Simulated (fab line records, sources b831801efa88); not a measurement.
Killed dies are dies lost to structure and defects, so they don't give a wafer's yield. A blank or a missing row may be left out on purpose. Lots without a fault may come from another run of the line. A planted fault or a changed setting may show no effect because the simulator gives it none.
Chamber matching | flow sky130 | SKY_VIA1_CMP_02 on cmp-01: 4 sister chambers
The step polishes SiO2. 4 wafers are shown with their chamber, then 7 later ones without.

WAFERS WITH THEIR CHAMBER
wafer  | chamber | motor_current_A (A)
L423.5 | 0       | 14.1
L426.4 | 1       | 14.5
L430.1 | 2       | 12.4
L430.3 | 3       | 13.3

WAFERS WITHOUT THEIR CHAMBER
wafer  | motor_current_A (A)
L430.5 | 13.0
L431.2 | 13.7
L431.3 | 14.2
L431.6 | 11.5
L436.1 | 15.0
L436.2 | 12.3
L436.4 | 12.1

WHICH CHAMBER EACH WENT THROUGH
wafer  | from the rows above               | in truth
L430.5 | can't be placed: 3 or 2 or 0      | 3
L431.2 | can't be placed: 3 or 0 or 1 or 2 | 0
L431.3 | can't be placed: 0 or 1 or 3      | 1
L431.6 | can't be placed: 2 or 3           | 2
L436.1 | can't be placed: 1 or 0           | 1
L436.2 | can't be placed: 2 or 3           | 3
L436.4 | can't be placed: 2 or 3           | 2
Placed correctly: 0 of 7. Can't be placed from these rows: 7 (the true chamber is among the candidates in 7). Placed wrongly: 0.
How it was worked out, from the rows above alone: a wafer's distance from a chamber is the root of the sum, over the readings, of the square of ((its reading less the chamber's mean) divided by the reading's scatter). The wafer belongs to the nearest chamber; if the next one is less than 2 further off, it can't be placed. A chamber's mean is the mean of its shown wafers. The scatter: with one shown wafer a chamber, the root of the mean of the squares of how far each hidden wafer lies from its nearest shown one.
